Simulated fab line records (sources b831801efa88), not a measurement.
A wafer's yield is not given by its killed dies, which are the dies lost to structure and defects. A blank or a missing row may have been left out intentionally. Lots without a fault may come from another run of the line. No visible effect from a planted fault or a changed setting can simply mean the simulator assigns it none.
Check for tools in common | flow gf180mcu | Lots sampled 11, wafers sampled 33

== WHAT PROMPTED THE OPENING ==
GF_V4_RS_MEAS_24, reading V4_W_RS: flagged on 2 of 11 lots. No-fault wafers: 0.324 ohm/sq, standard deviation 0.0036.
Rule: flag the lot when none of its wafers has a number, or when each of its wafers that has one lies beyond 4 standard deviations from that mean. The rest of the lots are taken to be sound.

lot  | measured     | on           | V4_W_RS (ohm/sq), wafer by wafer | flag
L759 | day 24 10:31 | filmMetro-01 | 0.321 0.321 0.325                | 
L760 | day 24 23:28 | filmMetro-04 | 0.327 0.323 0.325                | 
L761 | day 25 03:07 | filmMetro-01 | 0.327 0.326 0.327                | 
L764 | day 26 02:23 | filmMetro-03 | 0.324 0.327 0.323                | 
L766 | day 27 01:15 | filmMetro-04 | 0.327 0.329 0.329                | 
L767 | day 27 06:22 | filmMetro-03 | 0.321 0.328 0.325                | 
L771 | day 28 17:53 | filmMetro-03 | 0.266 0.268 0.273                | FLAGGED
L773 | day 28 22:45 | filmMetro-01 | 0.322 0.325 0.323                | 
L774 | day 29 05:27 | filmMetro-03 | 0.266 0.265 0.264                | FLAGGED
L781 | day 31 07:32 | filmMetro-03 | 0.330 0.327 0.324                | 
L782 | day 31 10:42 | filmMetro-03 | 0.325 0.329 0.326                | 
Average over the flagged lots: 0.267 ohm/sq; offset from the usual -0.057 ohm/sq, equal to -16 standard deviations.

== LOT BY LOT: THE TOOL USED ==
Before the reading, the record contains 2 process steps out of a 602-step route. In each cell: the tool, then ch and the chambers that the sampled wafers went through, then the start.
lot  | flag    | GF_V4_CMP_04                  | GF_V4_CVD_23
L759 |         | cmp-02 ch 1,2,3, day 23 11:14 | cvdW-01 ch 0, day 24 10:24
L760 |         | cmp-02 ch 0,1,2, day 24 00:34 | cvdW-01 ch 0,1, day 24 23:20
L761 |         | cmp-01 ch 1,2, day 24 04:01   | cvdW-01 ch 0,1, day 25 02:59
L764 |         | cmp-01 ch 1,3, day 25 03:57   | cvdW-02 ch 0,1, day 26 02:16
L766 |         | cmp-01 ch 2,3, day 26 02:50   | cvdW-02 ch 0,1, day 27 01:08
L767 |         | cmp-02 ch 1,2,3, day 26 07:58 | cvdW-01 ch 0,1, day 27 06:15
L771 | FLAGGED | cmp-01 ch 0,1, day 27 21:18   | cvdW-01 ch 0,1, day 28 17:45
L773 |         | cmp-01 ch 1,2,3, day 28 01:13 | cvdW-02 ch 0,1, day 28 22:38
L774 | FLAGGED | cmp-01 ch 2,3, day 28 08:58   | cvdW-01 ch 0,1, day 29 05:20
L781 |         | cmp-01 ch 2,3, day 30 12:55   | cvdW-02 ch 0,1, day 31 07:26
L782 |         | cmp-02 ch 0,1,2, day 30 15:54 | cvdW-02 ch 0,1, day 31 10:35
What these steps do:
- GF_V4_CMP_04: polishes SiO2.
- GF_V4_CVD_23: deposits W, target thk 350 nm, time 104.9 s.
- GF_V4_RS_MEAS_24: measures by four-point-probe.

== FLAGGED AGAINST TOTAL, ONE TOOL AT A TIME (gauges that did the reading follow at the end) ==
step             | tool         | lots run | flagged | share of the flagged lots | sound lots run after its first flagged lot
GF_V4_CMP_04     | cmp-01       | 7        | 2       | all                       | 2 (L773,L781)
GF_V4_CMP_04     | cmp-02       | 4        | 0       | none                      | -
GF_V4_CVD_23     | cvdW-01      | 6        | 2       | all                       | 0
GF_V4_CVD_23     | cvdW-02      | 5        | 0       | none                      | -
GF_V4_RS_MEAS_24 | filmMetro-01 | 3        | 0       | none                      | -
GF_V4_RS_MEAS_24 | filmMetro-03 | 6        | 2       | all                       | 2 (L781,L782)
GF_V4_RS_MEAS_24 | filmMetro-04 | 2        | 0       | none                      | -

== WHAT THE TABLE PERMITS ==
In the table, 3 rows ran each flagged lot (cmp-01 at GF_V4_CMP_04; cvdW-01 at GF_V4_CVD_23; filmMetro-03 at GF_V4_RS_MEAS_24).
- cmp-01 at GF_V4_CMP_04: 2 of its 7 lots flagged. After the first flagged lot (L773, L781), sound lots still ran on it; a lasting fault on the whole tool would not permit that.
- cvdW-01 at GF_V4_CVD_23: 2 of its 6 lots flagged. Its last sound lot is L767 (day 27 06:15), its first flagged lot L771 (day 28 17:45): a fault that began between those two fits. Its own readings lie more than 4 standard deviations out on every wafer of the flagged lots: chamberPressureTorr.
- filmMetro-03 at GF_V4_RS_MEAS_24: 2 of its 6 lots flagged. After the first flagged lot (L781, L782), sound lots still ran on it; a lasting fault on the whole tool would not permit that.
cvdW-01 at GF_V4_CVD_23 is the single tool remaining.

== WHAT THE SIMULATOR PUT IN ==
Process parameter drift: cvdW-01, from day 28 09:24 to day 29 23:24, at GF_V4_CVD_23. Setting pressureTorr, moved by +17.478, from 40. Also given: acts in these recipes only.
Shown lots that were struck: L771, L774. This agrees with what the rule above found.
